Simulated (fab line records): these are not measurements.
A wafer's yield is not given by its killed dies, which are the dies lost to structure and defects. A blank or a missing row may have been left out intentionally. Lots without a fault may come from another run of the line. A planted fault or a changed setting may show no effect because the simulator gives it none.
One fault seen from 2 desks / flow gf180mcu / each desk has only its own numbers; what lay behind them comes last

## TOOL OWNER'S DESK, rie-diel-03
The tool's own readings at GF_PASSIVATION_ETCH_11 (etches the open film in CF4/O2, stops on TiN, target depth 2040 nm, time 453.3 s): means of the sampled wafers that have a number, for each lot that ran on this tool. Marked OUT: a lot whose mean sits more than 4 standard deviations from the usual mean, which makes it out of limits; the brackets give that distance.
Columns: A = bias-w at GF_PASSIVATION_ETCH_11, usual 150.0 W; B = drypump-motor-current-A at GF_PASSIVATION_ETCH_11, usual 5.45 A; C = oes-product-au at GF_PASSIVATION_ETCH_11, usual 0.991 a.u.; D = throttle-valve-pct at GF_PASSIVATION_ETCH_11, usual 5.968 %
lot=L377; first seen here=day 29 03:21; A=150.5; B=4.96; C=0.988; D=5.975
lot=L390; first seen here=day 32 19:21; A=164.8 (+31) OUT; B=5.14; C=0.997; D=5.962
lot=L394; first seen here=day 33 18:59; A=164.7 (+31) OUT; B=5.15; C=0.991; D=5.971
Finding of this desk: L390, L394 out of limits; the first was L390 at day 32 19:21, on bias-w at GF_PASSIVATION_ETCH_11. L377 stayed within limits.

## METROLOGY DESK
What the gauges read, lot by lot, whatever tool the lot ran on: means of the sampled wafers that have a number. Marked OUT: a lot whose mean sits more than 4 standard deviations from the usual mean, which makes it out of limits; the brackets give that distance.
Columns: A = PASSIVATION_CVD_00_THK at GF_PASSIVATION_THK_MEAS_01, usual 1004 nm; B = PASSIVATION_CVD_02_THK at GF_PASSIVATION_THK_MEAS_03, usual 701 nm
lot=L377; first seen here=day 28 08:34; A=1005; B=692
lot=L381; first seen here=day 29 17:53; A=1012; B=703
lot=L390; first seen here=day 32 02:22; A=1002; B=702
lot=L394; first seen here=day 33 03:05; A=999; B=698
lot=L397; first seen here=day 33 22:15; A=985; B=706
lot=L398; first seen here=day 34 04:22; A=993; B=699
This desk's finding: nothing out of limits on any of the 6 lots.

## PUT TOGETHER
An alarm could have come from the tool owner's desk at day 32 19:21, on L390, L394.
Nothing out of limits was seen by the metrology desk.
The metrology desk has L390, L394 on record, within its limits.
On rie-diel-03, each named lot ran GF_PASSIVATION_ETCH_11.

## WHAT THE SIMULATOR PUT IN
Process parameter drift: rie-diel-03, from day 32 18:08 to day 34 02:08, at GF_PASSIVATION_ETCH_11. Setting bias-w, moved by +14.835, from 150. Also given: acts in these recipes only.
Lots struck among those shown: L390, L394.
Each desk's first reading out of limits, in hours after the fault started: the tool owner's desk, 1.
